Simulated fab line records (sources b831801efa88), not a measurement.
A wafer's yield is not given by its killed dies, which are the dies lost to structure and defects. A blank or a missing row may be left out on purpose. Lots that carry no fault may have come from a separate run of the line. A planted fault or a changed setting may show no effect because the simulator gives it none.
fab line records | flow sky130
record: lots: 6 wafers: 18 last-day: 49
route steps=708 shown CONTACT@411 PAD_OPEN@708
lots untouched by any fault: they come from a run of this same line in which no faults occurred
start-h: hours from the record's first day to the start of the lot's first wafer shown | wait-h: time in hours since the lot's previous step | " unchanged from the row above | L1.1+2: one row covering several wafers at once | - no value, or no start given | * or withheld: withheld | < > ~ a bound
route shown NAME@n: names a module that has steps shown in the file, with the first one's number in the route | usual: mean/standard deviation of fault-free wafers | same: alike in all rows | chamber/n: place in a boat | sites: the reading at each site | _std_site: their standard deviation | _edge_site: inner sites' mean taken away from outer sites' mean | radius-mm: for every site, how far away it sits from the centre of the wafer | mask NAME#n: copy n | behind: the tool/chamber that last shaped the wafer | hold: why the lot was held/for how many hours/how that ended | device: the n, p or np transistor that did not switch | end of line: the route-end tests of the same wafers | step lacking rows: just its recipe | killed: the dies lost at the first sort to structure and to defects; this is not the yield of the wafer | map: per-die view of a wafer (x killed, . not killed, _ where there is no die)
set.NAME: the setting that was run; set.NAME@STEP: the one run at that earlier step | model.NAME: the simulator's own value behind a step, which no gauge read
lots seen at some steps along the route; tables by step, rows by wafer
services: from which hour (start-h, from the record's first day; less than 0 if before it) a tool's chamber was out of use, for how many hours, and why
== steps ==
step: SKY_CONTACT_BOW_MEAS_05
recipe: mode: bow
usual: CONTACT_BOW: 83/7.6
columns lot.wafer tool chamber start-h wait-h CONTACT_BOW[um]
L613.3 film-metro-01 - 738.95 0.3 87
L613.4 " - " " 70
L613.6 " - " " 79
L615.3 film-metro-03 - 752.18 0.2 83
L615.4 " - " " 82
L615.6 " - " " 83
L621.1 film-metro-03 - 788.48 0.2 87
L621.2 " - " " 76
L621.3 " - " " 88
L622.1 film-metro-03 - 792.55 0.1 78
L622.2 " - " " 80
L622.5 " - " " 87
L629.3 film-metro-02 - 847.83 0.1 79
L629.4 " - " " 88
L629.6 " - " " 80
L627.1 film-metro-02 - 851.33 0.1 79
L627.2 " - " " 79
L627.5 " - " " 79
step: SKY_CONTACT_DEHYDRATE_06
recipe: temp-c: 200 time-s: 60
step: SKY_CONTACT_HMDS_07
recipe: prime-time-s: 60 prime-temp-c: 120
step: SKY_CONTACT_COAT_08
recipe: resist: BARC temp-c: withheld time-s: withheld spin-rpm: 3000 resist-thk-nm: 60
step: SKY_CONTACT_COAT_09
recipe: resist: KrF-thick spin-rpm: 3000 resist-thk-nm: 450
step: SKY_CONTACT_SOFTBAKE_10
recipe: temp-c: 100 time-s: 90 resist: KrF-thick
step: SKY_CONTACT_EXPOSE_11
recipe: mask-id: CTM1 na: 0.8 source-shape: annular sigma-inner: 0.55 sigma-outer: 0.85 target-cd-nm: 170 dose-mj: 38
step: SKY_CONTACT_PEB_12
recipe: peb-temp-c: withheld peb-time-s: withheld resist: KrF-thick
step: SKY_CONTACT_DEVELOP_13
recipe: develop-time-s: 60 resist: KrF-thick dev-temp-c: 21
step: SKY_CONTACT_CD_MEAS_14
recipe: target-cd-nm: 170
usual: cd-nm: 170.0/1.4
columns lot.wafer tool chamber start-h wait-h cd-nm
L613.3 cd-sem-02 - 765.44 - 174.0
L613.4 " - " " 172.7
L613.6 " - " " 172.0
L615.3 cd-sem-02 - 778.90 - 169.2
L615.4 " - " " 169.6
L615.6 " - " " 169.8
L621.1 cd-sem-02 - 814.68 - 168.9
L621.2 " - " " 169.4
L621.3 " - " " 169.4
L622.1 cd-sem-01 - 818.71 - 170.4
L622.2 " - " " 167.9
L622.5 " - " " 169.1
L629.3 cd-sem-01 - 874.45 - 171.0
L629.4 " - " " 169.7
L629.6 " - " " 170.7
L627.1 cd-sem-01 - 877.76 - 171.5
L627.2 " - " " 171.1
L627.5 " - " " 171.9
step: SKY_CONTACT_OVL_MEAS_15
usual: CONTACT_OVL: 2/5.3
columns lot.wafer tool chamber start-h wait-h CONTACT_OVL[nm]
L613.3 overlay-01 - 765.53 0.1 -3
L613.4 " - " " -4
L613.6 " - " " -1
L615.3 overlay-02 - 778.99 0.1 1
L615.4 " - " " -1
L615.6 " - " " -4
L621.1 overlay-01 - 814.80 0.1 7
L621.2 " - " " 1
L621.3 " - " " -7
L622.1 overlay-01 - 818.83 0.1 5
L622.2 " - " " 7
L622.5 " - " " 1
L629.3 overlay-01 - 874.54 0.1 7
L629.4 " - " " 11
L629.6 " - " " 11
L627.1 overlay-02 - 877.88 0.1 8
L627.2 " - " " 6
L627.5 " - " " 2
step: SKY_CONTACT_ETCH_16
recipe: chemistry: N2/H2 target: BARC ion-energy-ev: 200 source-w: 500 bias-w: 100 pressure-mtorr: 30 n2-flow-sccm: 100 h2-flow-sccm: 200 stop-on: SiO2 time-s: 45.9 target-depth-a: 600
usual: bias-w: 100.02/0.3 chamber-pressure-mTorr: 30.001/0.026 drypump-motor-current-A: 5.7/0.47 oes-product-au: 0.855/0.005 rf-fwd-power-W: 495.4/2 throttle-valve-pct: 13.225/0.0088
columns lot.wafer tool chamber start-h wait-h bias-w chamber-pressure-mTorr drypump-motor-current-A oes-product-au rf-fwd-power-W rf-hours-counter-h throttle-valve-pct
L613.3 rie-diel-01 0 765.55 0.0 99.95 30.011 5.8 0.859 498.2 11 13.222
L613.4 " 3 " " 100.35 30.010 5.4 0.848 496.8 18 13.234
L613.6 " 2 " " 99.86 29.949 5.3 0.852 497.3 - 13.227
L615.3 rie-diel-01 2 779.01 0.0 100.15 30.031 5.3 0.853 496.4 18 13.216
L615.4 " 1 " " 99.42 30.003 6.6 0.853 499.8 7 13.221
L615.6 " 0 " " 99.46 29.985 5.8 0.856 497.1 - 13.231
L621.1 rie-diel-01 2 814.83 0.0 99.66 30.017 5.3 0.860 494.1 19 13.231
L621.2 " 0 " " 99.67 29.983 5.8 0.859 496.1 12 13.221
L621.3 " 3 " " 99.87 29.986 5.4 0.858 493.1 19 13.214
L622.1 rie-diel-03 3 818.86 0.0 99.98 30.008 5.8 0.857 495.4 17 13.224
L622.2 " 0 " " 100.32 29.943 5.6 0.858 497.1 10 13.226
L622.5 " 3 " " 100.24 30.006 5.8 0.857 495.0 - 13.221
L629.3 rie-diel-03 0 874.56 0.0 100.16 29.966 5.6 0.852 497.5 12 13.233
L629.4 " 2 " " 99.65 30.031 6.0 0.856 495.1 2 13.230
L629.6 " 1 " " 99.77 29.979 5.7 0.870 494.0 - 13.221
L627.1 rie-diel-01 1 877.91 0.0 99.50 30.004 6.6 0.850 497.6 9 13.225
L627.2 " 0 " " 100.06 29.986 5.8 0.853 489.6 15 13.243
L627.5 " 0 " " 99.93 29.962 5.8 0.859 493.2 - 13.224
step: SKY_CONTACT_ETCH_17
recipe: target: SiO2 chemistry: C4F8/O2/Ar stop-on: Si3N4 mask-material: KrF-thick source-w: 1500 bias-w: 1200 pressure-mtorr: 40 c4f8-flow-sccm: withheld O2_flow_sccm: 6 Ar_flow_sccm: 300 time-s: withheld target-depth-a: 3400
usual: bias-w: 1200/3.4 chamber-pressure-mTorr: 40.00/0.033 oes-product-au: 0.892/0.0047 rf-fwd-power-W: 1489/5.1
columns lot.wafer tool chamber start-h wait-h bias-w chamber-pressure-mTorr oes-product-au rf-fwd-power-W model.KrF-thick_of_CONTACT_COAT_09.thk-nm
L613.3 rie-diel-01 0 765.60 0.0 1203 40.03 0.890 1481 324.5
L613.4 " 3 " " 1198 40.01 0.894 1485 326.9
L613.6 " 2 " " 1201 39.98 0.893 1490 332.6
L615.3 rie-diel-01 2 779.05 0.0 1207 39.97 0.889 1492 330.1
L615.4 " 1 " " 1199 40.01 0.889 1496 327.5
L615.6 " 0 " " 1203 40.01 0.895 1487 324.3
L621.1 rie-diel-01 2 814.87 0.0 - - - - 393.1
L621.2 " 0 " " - - - - 390.2
L621.3 " 3 " " - - - - 391.4
L622.1 rie-diel-03 3 818.93 0.0 - - - - 392.7
L622.2 " 0 " " - - - - 394.5
L622.5 " 3 " " - - - - 394.6
L629.3 rie-diel-03 0 874.60 0.0 1204 39.97 0.895 1490 328.9
L629.4 " 2 " " 1201 39.98 0.892 1489 328
L629.6 " 1 " " 1201 40.00 0.885 1483 326.4
L627.1 rie-diel-01 1 877.95 0.0 1195 40.03 0.885 1495 327.1
L627.2 " 0 " " 1199 39.98 0.889 1486 324.5
L627.5 " 0 " " 1197 40.01 0.895 1488 324
step: SKY_CONTACT_ETCH_18
recipe: target: Si3N4 chemistry: CHF3/O2 stop-on: TiN source-w: 600 bias-w: 200 pressure-mtorr: 40 chf3-flow-sccm: 50 O2_flow_sccm: 5 time-s: 39 target-depth-a: 750
usual: O2_flow_sccm: 5.003/0.016 bias-w: 200.0/0.58 drypump-motor-current-A: 5.7/0.46 oes-product-au: 0.855/0.0072 rf-fwd-power-W: 594.1/2.3 throttle-valve-pct: 8.793/0.0095
columns lot.wafer tool chamber start-h wait-h O2_flow_sccm bias-w drypump-motor-current-A oes-product-au rf-fwd-power-W rf-hours-counter-h throttle-valve-pct model.KrF-thick_of_CONTACT_COAT_09.thk-nm
L613.3 rie-diel-01 0 - - 4.989 200.0 5.8 0.849 591.2 11 8.795 237.7
L613.4 " 3 " " 5.004 200.1 5.4 0.856 589.0 18 8.823 241.4
L613.6 " 2 " " 5.026 200.1 5.3 0.856 594.7 - 8.804 250.6
L615.3 rie-diel-01 2 - - 5.003 200.3 5.3 0.851 592.6 18 8.795 248.6
L615.4 " 1 " " 5.007 199.9 6.5 0.863 594.0 7 8.801 242.7
L615.6 " 0 " " 5.020 200.2 5.7 0.855 592.5 - 8.788 238
L621.1 rie-diel-01 2 - - 5.022 199.6 5.3 0.374 594.8 19 8.669 312.7
L621.2 " 0 " " 5.014 200.1 5.7 0.371 590.4 12 8.685 303.8
L621.3 " 3 " " 4.987 199.9 5.4 0.371 592.8 19 8.680 307.1
L622.1 rie-diel-03 3 - - 5.005 200.3 5.8 0.370 595.4 17 8.657 308.1
L622.2 " 0 " " 5.001 200.2 5.5 0.381 595.0 10 8.666 310.7
L622.5 " 3 " " 5.008 199.6 5.8 0.369 597.5 - 8.689 310.3
L629.3 rie-diel-03 0 - - 4.992 200.7 5.5 0.846 595.1 12 8.782 246.6
L629.4 " 2 " " 4.978 200.2 6.0 0.863 594.7 2 8.797 242.5
L629.6 " 1 " " 4.989 200.8 5.7 0.869 593.5 - 8.789 241.7
L627.1 rie-diel-01 1 - - 5.009 200.1 6.6 0.855 594.3 9 8.786 242.9
L627.2 " 0 " " 4.967 200.3 5.8 0.853 594.9 15 8.798 237.5
L627.5 " 0 " " 4.958 199.7 5.9 0.856 594.1 - 8.789 237.4
step: SKY_CONTACT_STRIP_19
recipe: chemistry: O2/N2 power-w: 1400 pressure-mtorr: 1500 platen-temp-c: withheld o2-flow-sccm: 3000 n2-flow-sccm: 300 overash-fraction: 0.5
usual: drypump-motor-current-A: 5.8/0.43 oes-product-au: 0.381/0.0049 strip-time-to-endpoint-s: 3.62/0.036
columns lot.wafer tool chamber start-h wait-h drypump-motor-current-A oes-product-au rf-hours-counter-h strip-time-to-endpoint-s
L613.3 plasma-asher-04 0 765.72 - 6.2 0.379 - 3.57
L613.4 " 1 " " 4.8 0.385 - 3.59
L613.6 " 0 " " 6.2 0.374 - 3.69
L615.3 plasma-asher-01 1 779.18 - 5.6 0.387 - 3.68
L615.4 " 0 " " 6.1 0.377 - 3.61
L615.6 " 1 " " 5.6 0.379 - 3.58
L621.1 plasma-asher-02 1 814.96 - 6.0 0.418 7 4.35
L621.2 " 0 " " 5.8 0.400 7 4.25
L621.3 " 0 " " 5.7 0.407 - 4.29
L622.1 plasma-asher-02 0 819.06 - 5.8 0.407 8 4.32
L622.2 " 1 " " 6.1 0.420 8 4.33
L622.5 " 1 " " 6.1 0.406 - 4.34
L629.3 plasma-asher-01 1 874.73 - 5.6 0.382 - 3.66
L629.4 " 0 " " 6.1 0.390 - 3.61
L629.6 " 0 " " 6.2 0.378 - 3.61
L627.1 plasma-asher-04 1 878.04 - 4.8 0.386 43 3.62
L627.2 " 0 " " 6.2 0.382 43 3.55
L627.5 " 0 " " 6.2 0.375 - 3.56
step: SKY_CONTACT_STRIP_20
recipe: chemistry: post-etch-residue-remover time-s: 1200 temp-c: 72.5
step: SKY_PAD_OPEN_PROBE_99
usual: killed_at_M0_to_M3: 43/7.1 killed_at_M4_up: 3.0/1.6 killed-at-contacts: 24/5.3 killed-at-front-end: 16/4.1 killed-at-other: 0.5/0.82 killed-dies: 86/9.4 killed-on-rim: 17/4.1 killed-open: 46/6.9 killed-short: 39/6.5
same: gross-dies: 492 killed-at-back-side: 0
columns lot.wafer tool chamber start-h wait-h killed_at_M0_to_M3 killed_at_M4_up killed-at-contacts killed-at-front-end killed-at-other killed-dies killed-on-rim killed-open killed-short
L615.3 prober-02 - 1108.53 0.2 49 4 21 14 5 93 22 47 42
L615.4 prober-02 - 1108.58 0.2 38 4 24 16 2 84 13 40 42
L615.6 prober-02 - 1108.68 0.2 33 3 26 19 2 83 18 52 29
L621.1 prober-02 - 1138.96 0.1 47 3 427 15 0 492 96 51 38
L621.2 prober-02 - 1139.01 0.1 39 2 434 17 0 492 96 39 44
L621.3 prober-02 - 1139.06 0.2 39 1 440 11 1 492 96 38 33
L622.1 prober-01 - 1139.18 0.1 46 4 428 14 0 492 96 48 44
L622.2 prober-01 - 1139.23 0.1 30 4 442 16 0 492 96 43 31
L622.5 prober-01 - 1139.38 0.2 38 4 439 10 1 492 96 41 29
L629.3 prober-02 - 1178.27 0.2 50 0 18 12 0 80 17 48 32
L629.4 prober-02 - 1178.32 0.2 49 2 23 10 0 84 21 46 38
L629.6 prober-02 - 1178.42 0.2 45 2 23 11 1 82 20 47 35
killed by level:class
L615.3 VIA1:geometric-particle:open=10 VIA2:geometric-particle:open=9 CONTACT:geometric-particle:open=7 LI_CONTACT:geometric-particle:open=6 METAL1:geometric-particle:short=6 VIA3:geometric-particle:open=5 VIA3:geometric-particle:short=5 POLY_GATE:geometric-particle:short=4
L615.4 CONTACT:geometric-particle:open=10 VIA1:geometric-particle:open=9 VIA3:geometric-particle:open=7 LOCAL_INTERCONNECT:geometric-particle:short=5 VIA1:geometric-particle:short=5 VIA2:geometric-particle:short=5 LI_CONTACT:geometric-particle:open=4 FIELD_ISO:geometric-particle:short=3
L615.6 CONTACT:geometric-particle:open=10 LI_CONTACT:geometric-particle:open=9 VIA1:geometric-particle:open=7 VIA2:geometric-particle:open=6 METAL2:geometric-particle:short=4 VIA3:geometric-particle:open=4 FIELD_ISO:geometric-particle:open=3 POLY_GATE:geometric-particle:open=3
L621.1 CONTACT:area-etch=403 VIA1:geometric-particle:open=12 LI_CONTACT:geometric-particle:open=10 VIA3:geometric-particle:open=10 LOCAL_INTERCONNECT:geometric-particle:short=8 METAL2:geometric-particle:short=6 METAL1:geometric-particle:short=4 POLY_GATE:geometric-particle:open=4
L621.2 CONTACT:area-etch=409 METAL1:geometric-particle:short=9 VIA1:geometric-particle:open=9 FIELD_ISO:geometric-particle:short=8 LI_CONTACT:geometric-particle:open=8 CONTACT:geometric-particle:open=8 VIA2:geometric-particle:short=7 METAL2:geometric-particle:short=5
L621.3 CONTACT:area-etch=421 VIA3:geometric-particle:open=10 LI_CONTACT:geometric-particle:open=6 LOCAL_INTERCONNECT:geometric-particle:short=6 METAL2:geometric-particle:short=5 POLY_GATE:geometric-particle:open=4 VIA1:geometric-particle:short=4 METAL1:geometric-particle:short=4
L622.1 CONTACT:area-etch=400 VIA1:geometric-particle:open=15 CONTACT:geometric-particle:short=7 METAL1:geometric-particle:short=7 FIELD_ISO:geometric-particle:open=6 LI_CONTACT:geometric-particle:short=6 CONTACT:geometric-particle:open=6 VIA2:geometric-particle:open=6
L622.2 CONTACT:area-etch=418 LI_CONTACT:geometric-particle:open=7 CONTACT:geometric-particle:open=6 VIA1:geometric-particle:open=6 FIELD_ISO:geometric-particle:open=5 POLY_GATE:geometric-particle:open=5 LOCAL_INTERCONNECT:geometric-particle:short=5 VIA1:geometric-particle:short=5
L622.5 CONTACT:area-etch=421 LI_CONTACT:geometric-particle:open=12 VIA1:geometric-particle:open=12 METAL1:geometric-particle:short=8 VIA2:geometric-particle:short=5 METAL3:geometric-particle:short=5 POLY_GATE:geometric-particle:open=4 CONTACT:geometric-particle:open=4
L629.3 VIA1:geometric-particle:open=17 VIA3:geometric-particle:open=9 CONTACT:geometric-particle:open=7 METAL2:geometric-particle:short=6 VIA2:geometric-particle:open=6 METAL1:geometric-particle:short=5 LI_CONTACT:geometric-particle:open=4 LOCAL_INTERCONNECT:geometric-particle:short=4
L629.4 VIA1:geometric-particle:open=11 CONTACT:geometric-particle:open=9 VIA2:geometric-particle:open=8 METAL1:geometric-particle:short=6 METAL2:geometric-particle:short=6 CONTACT:geometric-particle:short=4 METAL3:geometric-particle:short=4 VIA3:geometric-particle:open=4
L629.6 VIA1:geometric-particle:open=11 CONTACT:geometric-particle:open=10 VIA2:geometric-particle:short=6 POLY_GATE:geometric-particle:short=5 LI_CONTACT:geometric-particle:open=5 CONTACT:geometric-particle:short=5 VIA2:geometric-particle:open=5 VIA1:geometric-particle:short=4
map L621.1 (x killed, . not)
__________xxxxxxxxxx_________
________xxxxxxxxxxxxxx_______
______xxxxxxxxxxxxxxxxxx_____
_____xxxxxxxxxxxxxxxxxxxx____
____xxxxxxxxxxxxxxxxxxxxxx___
___xxxxxxxxxxxxxxxxxxxxxxxx__
__xxxxxxxxxxxxxxxxxxxxxxxxxx_
_xxxxxxxxxxxxxxxxxxxxxxxxxxxx
_xxxxxxxxxxxxxxxxxxxxxxxxxxxx
_xxxxxxxxxxxxxxxxxxxxxxxxxxxx
_xxxxxxxxxxxxxxxxxxxxxxxxxxxx
_xxxxxxxxxxxxxxxxxxxxxxxxxxxx
_xxxxxxxxxxxxxxxxxxxxxxxxxxxx
_xxxxxxxxxxxxxxxxxxxxxxxxxxxx
_xxxxxxxxxxxxxxxxxxxxxxxxxxxx
__xxxxxxxxxxxxxxxxxxxxxxxxxx_
___xxxxxxxxxxxxxxxxxxxxxxxx__
____xxxxxxxxxxxxxxxxxxxxxx___
_____xxxxxxxxxxxxxxxxxxxx____
______xxxxxxxxxxxxxxxxxx_____
________xxxxxxxxxxxxxx_______
__________xxxxxxxxxx_________
map L622.1 (x killed, . not)
__________xxxxxxxxxx_________
________xxxxxxxxxxxxxx_______
______xxxxxxxxxxxxxxxxxx_____
_____xxxxxxxxxxxxxxxxxxxx____
____xxxxxxxxxxxxxxxxxxxxxx___
___xxxxxxxxxxxxxxxxxxxxxxxx__
__xxxxxxxxxxxxxxxxxxxxxxxxxx_
_xxxxxxxxxxxxxxxxxxxxxxxxxxxx
_xxxxxxxxxxxxxxxxxxxxxxxxxxxx
_xxxxxxxxxxxxxxxxxxxxxxxxxxxx
_xxxxxxxxxxxxxxxxxxxxxxxxxxxx
_xxxxxxxxxxxxxxxxxxxxxxxxxxxx
_xxxxxxxxxxxxxxxxxxxxxxxxxxxx
_xxxxxxxxxxxxxxxxxxxxxxxxxxxx
_xxxxxxxxxxxxxxxxxxxxxxxxxxxx
__xxxxxxxxxxxxxxxxxxxxxxxxxx_
___xxxxxxxxxxxxxxxxxxxxxxxx__
____xxxxxxxxxxxxxxxxxxxxxx___
_____xxxxxxxxxxxxxxxxxxxx____
______xxxxxxxxxxxxxxxxxx_____
________xxxxxxxxxxxxxx_______
__________xxxxxxxxxx_________
== services ==
columns tool chamber start-h hours kind
plasma-asher-02 0 742.75 - clean
plasma-asher-02 1 742.75 - clean
rie-diel-03 1 766.63 8.0 repair
rie-diel-03 2 774.64 - clean
rie-diel-03 2 774.64 38.7 scheduled-down
rie-diel-03 2 774.64 38.7 vent-cycle
rie-diel-01 - 786.38 28.1 pm
rie-diel-03 1 789.60 32.8 repair
plasma-asher-04 - 803.11 13.9 repair
rie-diel-03 2 814.60 10.9 repair
rie-diel-03 - 820.90 2.5 repair
rie-diel-01 - 825.17 0.8 repair
plasma-asher-04 - 835.54 2.6 repair
rie-diel-01 2 840.85 27.7 repair
rie-diel-03 1 847.97 5.0 repair
plasma-asher-02 - 869.41 5.4 repair
== key ==
first-sign: step: SKY_CONTACT_ETCH_17 reading: tool-record direction: missing
effect: step: SKY_CONTACT_ETCH_18 reading: oes-product-au direction: down sigmas: 67 usual: 0.855 struck: 0.373
effect: step: SKY_CONTACT_STRIP_19 reading: strip-time-to-endpoint-s direction: up sigmas: 19 usual: * struck: *
effect: step: SKY_PAD_OPEN_PROBE_99 reading: killed-at-contacts direction: up sigmas: 77 usual: 24 struck: 435
model-effect: step: SKY_CONTACT_ETCH_17 value: KrF-thick_of_CONTACT_COAT_09.thk-nm without: 328.4 struck: 392.8
model-effect: step: SKY_CONTACT_ETCH_18 value: KrF-thick_of_CONTACT_COAT_09.thk-nm without: 244.5 struck: 308.8
more-kills-born-at: SKY_CONTACT_ETCH_17@rie-diel-03: 1239 SKY_CONTACT_ETCH_17@rie-diel-01: 1233
met-at SKY_CONTACT_ETCH_17
struck-wafers L621.1,L621.2,L621.3,L622.1,L622.2,L622.5
later-rows-left-out L621.1,L621.2,L621.3,L622.1,L622.2,L622.5
tester-left-out L621,L622
onset-between 779.05 814.87
fault: kind: skipped-step-whole tool: rie-diel-01,rie-diel-03 chamber: - onset-h: 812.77 steps: SKY_CONTACT_ETCH_17 scope: struck-lots-only
tester-left-out: of these lots the tester's yield and bins aren't shown, on N5 and GAA mostly nor the transistor test; their killed dies are dies lost to structure and defects alone, not to doping, threshold or leakage, so they don't give the yield
later-rows-left-out: the simulator's readings of these wafers behind a module that went badly wrong aren't trusted and aren't shown, but for the sort
